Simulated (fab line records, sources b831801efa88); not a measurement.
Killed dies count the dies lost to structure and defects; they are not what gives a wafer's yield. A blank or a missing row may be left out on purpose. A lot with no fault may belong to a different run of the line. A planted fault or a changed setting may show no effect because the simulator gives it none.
fab line records / flow sky130
[record] lots = 15 wafers = 45 lastDay = 50
route steps=708 shown METAL4@600
lots untouched by any fault: they come from a run of this same line in which no faults occurred
startH: hours from the record's opening day to when the first of the lot's shown wafers began / waitH: time in hours since the lot's previous step / " the same as in the row above / L1.1+2: a row that stands for several wafers / - no value, or no start was given / * or withheld: withheld / < > ~ a bound
route shown NAME@n: names a module that has steps shown in the file, with the first one's number in the route / usual: mean/standard deviation of fault-free wafers / same: alike in all rows / chamber/n: place in a boat / sites: each site's reading / _std_site: the values' standard deviation / _edge_site: inner sites' mean taken away from outer sites' mean / radiusMm: how far each site lies from the wafer's centre / mask NAME#n: copy n / behind: the most recent tool/chamber to have shaped the wafer / hold: reason for holding the lot/hours on hold/outcome of the hold / device: transistor that didn't switch, given as n, p or np / end of line: the route-end tests of the same wafers / where a step has no rows: the recipe by itself / killed: count of dies lost to structure and defects at first sort (not the wafer's yield) / map: dies across one wafer; x = killed, . = not, _ = none there
set.NAME: setting as actually run; set.NAME@STEP: the setting as run at that earlier step / model.NAME: the simulator's own value behind a step, which no gauge read
the route's steps for a sample of lots (tables are steps, rows are wafers)
services: the hour from which a tool's chamber was out of use, counted from the record's first day as startH (under 0 if before that day), plus the number of hours and why
[[steps]]
[step SKY_METAL4_SPUTTER_02]
[recipe] material = AlCu targetThkNm = 735 powerW = 10600 timeS = 39.1 chamberPressurePa = 0.4
[usual] cathodeDcPowerW = 10600/2 chamberPressurePa = 0.3999/0.00075 throttleValvePct = 30.8/1.3
lot.wafer=L301.1 tool=pvdSputter-03 chamber=- startH=943.51 waitH=0.0 cathodeDcPowerW=10598 chamberPressurePa=0.4005 throttleValvePct=29.4
lot.wafer=L301.2 tool=pvdSputter-03 chamber=- startH=943.51 waitH=0.0 cathodeDcPowerW=10602 chamberPressurePa=0.3999 throttleValvePct=30.2
lot.wafer=L301.5 tool=pvdSputter-03 chamber=- startH=943.51 waitH=0.0 cathodeDcPowerW=10601 chamberPressurePa=0.4000 throttleValvePct=29.2
lot.wafer=L303.1 tool=pvdSputter-03 chamber=- startH=947.11 waitH=0.0 cathodeDcPowerW=10604 chamberPressurePa=0.4000 throttleValvePct=29.5
lot.wafer=L303.5 tool=pvdSputter-03 chamber=- startH=947.11 waitH=0.0 cathodeDcPowerW=10601 chamberPressurePa=0.4006 throttleValvePct=29.4
lot.wafer=L303.6 tool=pvdSputter-03 chamber=- startH=947.11 waitH=0.0 cathodeDcPowerW=10602 chamberPressurePa=0.3999 throttleValvePct=32.0
lot.wafer=L304.1 tool=pvdSputter-03 chamber=- startH=959.28 waitH=0.0 cathodeDcPowerW=10597 chamberPressurePa=0.4011 throttleValvePct=29.4
lot.wafer=L304.4 tool=pvdSputter-03 chamber=- startH=959.28 waitH=0.0 cathodeDcPowerW=10602 chamberPressurePa=0.4006 throttleValvePct=32.0
lot.wafer=L304.6 tool=pvdSputter-03 chamber=- startH=959.28 waitH=0.0 cathodeDcPowerW=10600 chamberPressurePa=0.4001 throttleValvePct=29.5
lot.wafer=L305.1 tool=pvdSputter-04 chamber=- startH=960.30 waitH=0.0 cathodeDcPowerW=10602 chamberPressurePa=0.3998 throttleValvePct=31.0
lot.wafer=L305.2 tool=pvdSputter-04 chamber=- startH=960.30 waitH=0.0 cathodeDcPowerW=10597 chamberPressurePa=0.3998 throttleValvePct=30.7
lot.wafer=L305.3 tool=pvdSputter-04 chamber=- startH=960.30 waitH=0.0 cathodeDcPowerW=10600 chamberPressurePa=0.3992 throttleValvePct=31.6
lot.wafer=L306.3 tool=pvdSputter-04 chamber=- startH=971.02 waitH=0.0 cathodeDcPowerW=10601 chamberPressurePa=0.3999 throttleValvePct=31.5
lot.wafer=L306.4 tool=pvdSputter-04 chamber=- startH=971.02 waitH=0.0 cathodeDcPowerW=10599 chamberPressurePa=0.3997 throttleValvePct=34.1
lot.wafer=L306.6 tool=pvdSputter-04 chamber=- startH=971.02 waitH=0.0 cathodeDcPowerW=10604 chamberPressurePa=0.4004 throttleValvePct=31.2
lot.wafer=L308.1 tool=pvdSputter-02 chamber=- startH=978.18 waitH=0.0 cathodeDcPowerW=10598 chamberPressurePa=0.3994 throttleValvePct=30.8
lot.wafer=L308.3 tool=pvdSputter-02 chamber=- startH=978.18 waitH=0.0 cathodeDcPowerW=10601 chamberPressurePa=0.3992 throttleValvePct=29.7
lot.wafer=L308.6 tool=pvdSputter-02 chamber=- startH=978.18 waitH=0.0 cathodeDcPowerW=10605 chamberPressurePa=0.3996 throttleValvePct=29.7
lot.wafer=L307.1 tool=pvdSputter-03 chamber=- startH=980.85 waitH=0.0 cathodeDcPowerW=10602 chamberPressurePa=0.3997 throttleValvePct=29.5
lot.wafer=L307.4 tool=pvdSputter-03 chamber=- startH=980.85 waitH=0.0 cathodeDcPowerW=10598 chamberPressurePa=0.4011 throttleValvePct=28.8
lot.wafer=L307.5 tool=pvdSputter-03 chamber=- startH=980.85 waitH=0.0 cathodeDcPowerW=10599 chamberPressurePa=0.3996 throttleValvePct=29.6
lot.wafer=L309.1 tool=pvdSputter-02 chamber=- startH=984.65 waitH=0.0 cathodeDcPowerW=10597 chamberPressurePa=0.4007 throttleValvePct=31.4
lot.wafer=L309.2 tool=pvdSputter-02 chamber=- startH=984.65 waitH=0.0 cathodeDcPowerW=10596 chamberPressurePa=0.4007 throttleValvePct=31.2
lot.wafer=L309.3 tool=pvdSputter-02 chamber=- startH=984.65 waitH=0.0 cathodeDcPowerW=10599 chamberPressurePa=0.4006 throttleValvePct=29.5
lot.wafer=L310.1 tool=pvdSputter-03 chamber=- startH=997.06 waitH=0.0 cathodeDcPowerW=10599 chamberPressurePa=0.3993 throttleValvePct=29.1
lot.wafer=L310.2 tool=pvdSputter-03 chamber=- startH=997.06 waitH=0.0 cathodeDcPowerW=10602 chamberPressurePa=0.4008 throttleValvePct=31.8
lot.wafer=L310.6 tool=pvdSputter-03 chamber=- startH=997.06 waitH=0.0 cathodeDcPowerW=10603 chamberPressurePa=0.3995 throttleValvePct=29.2
lot.wafer=L311.2 tool=pvdSputter-04 chamber=- startH=1058.44 waitH=0.0 cathodeDcPowerW=10598 chamberPressurePa=0.4004 throttleValvePct=33.6
lot.wafer=L311.3 tool=pvdSputter-04 chamber=- startH=1058.44 waitH=0.0 cathodeDcPowerW=10598 chamberPressurePa=0.4010 throttleValvePct=30.7
lot.wafer=L311.4 tool=pvdSputter-04 chamber=- startH=1058.44 waitH=0.0 cathodeDcPowerW=10600 chamberPressurePa=0.3999 throttleValvePct=30.7
lot.wafer=L317.2 tool=pvdSputter-02 chamber=- startH=1065.01 waitH=0.0 cathodeDcPowerW=- chamberPressurePa=- throttleValvePct=-
lot.wafer=L317.5 tool=pvdSputter-02 chamber=- startH=1065.01 waitH=0.0 cathodeDcPowerW=- chamberPressurePa=- throttleValvePct=-
lot.wafer=L317.6 tool=pvdSputter-02 chamber=- startH=1065.01 waitH=0.0 cathodeDcPowerW=- chamberPressurePa=- throttleValvePct=-
lot.wafer=L320.2 tool=pvdSputter-03 chamber=- startH=1065.17 waitH=0.0 cathodeDcPowerW=- chamberPressurePa=- throttleValvePct=-
lot.wafer=L320.3 tool=pvdSputter-03 chamber=- startH=1065.17 waitH=0.0 cathodeDcPowerW=- chamberPressurePa=- throttleValvePct=-
lot.wafer=L320.4 tool=pvdSputter-03 chamber=- startH=1065.17 waitH=0.0 cathodeDcPowerW=- chamberPressurePa=- throttleValvePct=-
lot.wafer=L321.1 tool=pvdSputter-02 chamber=- startH=1066.06 waitH=0.0 cathodeDcPowerW=- chamberPressurePa=- throttleValvePct=-
lot.wafer=L321.3 tool=pvdSputter-02 chamber=- startH=1066.06 waitH=0.0 cathodeDcPowerW=- chamberPressurePa=- throttleValvePct=-
lot.wafer=L321.6 tool=pvdSputter-02 chamber=- startH=1066.06 waitH=0.0 cathodeDcPowerW=- chamberPressurePa=- throttleValvePct=-
lot.wafer=L322.3 tool=pvdSputter-04 chamber=- startH=1067.83 waitH=0.0 cathodeDcPowerW=10598 chamberPressurePa=0.3988 throttleValvePct=31.4
lot.wafer=L322.5 tool=pvdSputter-04 chamber=- startH=1067.83 waitH=0.0 cathodeDcPowerW=10601 chamberPressurePa=0.3987 throttleValvePct=31.3
lot.wafer=L322.6 tool=pvdSputter-04 chamber=- startH=1067.83 waitH=0.0 cathodeDcPowerW=10601 chamberPressurePa=0.3998 throttleValvePct=31.1
lot.wafer=L323.1 tool=pvdSputter-04 chamber=- startH=1072.67 waitH=0.0 cathodeDcPowerW=10600 chamberPressurePa=0.3993 throttleValvePct=33.9
lot.wafer=L323.4 tool=pvdSputter-04 chamber=- startH=1072.67 waitH=0.0 cathodeDcPowerW=10601 chamberPressurePa=0.4002 throttleValvePct=31.3
lot.wafer=L323.6 tool=pvdSputter-04 chamber=- startH=1072.67 waitH=0.0 cathodeDcPowerW=10599 chamberPressurePa=0.3998 throttleValvePct=31.5
[[services]]
tool=pvdSputter-03 chamber=- startH=938.09 hours=2.0 kind=repair
tool=pvdSputter-02 chamber=- startH=939.64 hours=4.4 kind=repair
tool=pvdSputter-03 chamber=- startH=1045.62 hours=1.6 kind=repair
[[key]]
[firstSign] step = SKY_METAL4_SPUTTER_02 reading = toolRecord direction = missing
effect none on later readings
metAt SKY_METAL4_SPUTTER_02
struckLots L317,L320,L321
laterRowsLeftOut L317.2,L317.5,L317.6,L320.2,L320.3,L320.4,L321.1,L321.3,L321.6
sortLeftOut L317.2,L317.5,L317.6,L320.2,L320.3,L320.4,L321.1,L321.3,L321.6
onsetBetween 997.06 1065.01
[fault] kind = skippedStepWhole tool = pvdSputter-02,pvdSputter-03 chamber = - onsetH = 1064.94 steps = SKY_METAL4_SPUTTER_02 scope = struckLotsOnly
// sortLeftOut: the simulated sort isn't trusted on such a fault, so these wafers' sort isn't shown, and their yield isn't known
// laterRowsLeftOut: the simulator's readings of these wafers behind a module that went badly wrong aren't trusted and aren't shown, but for the sort
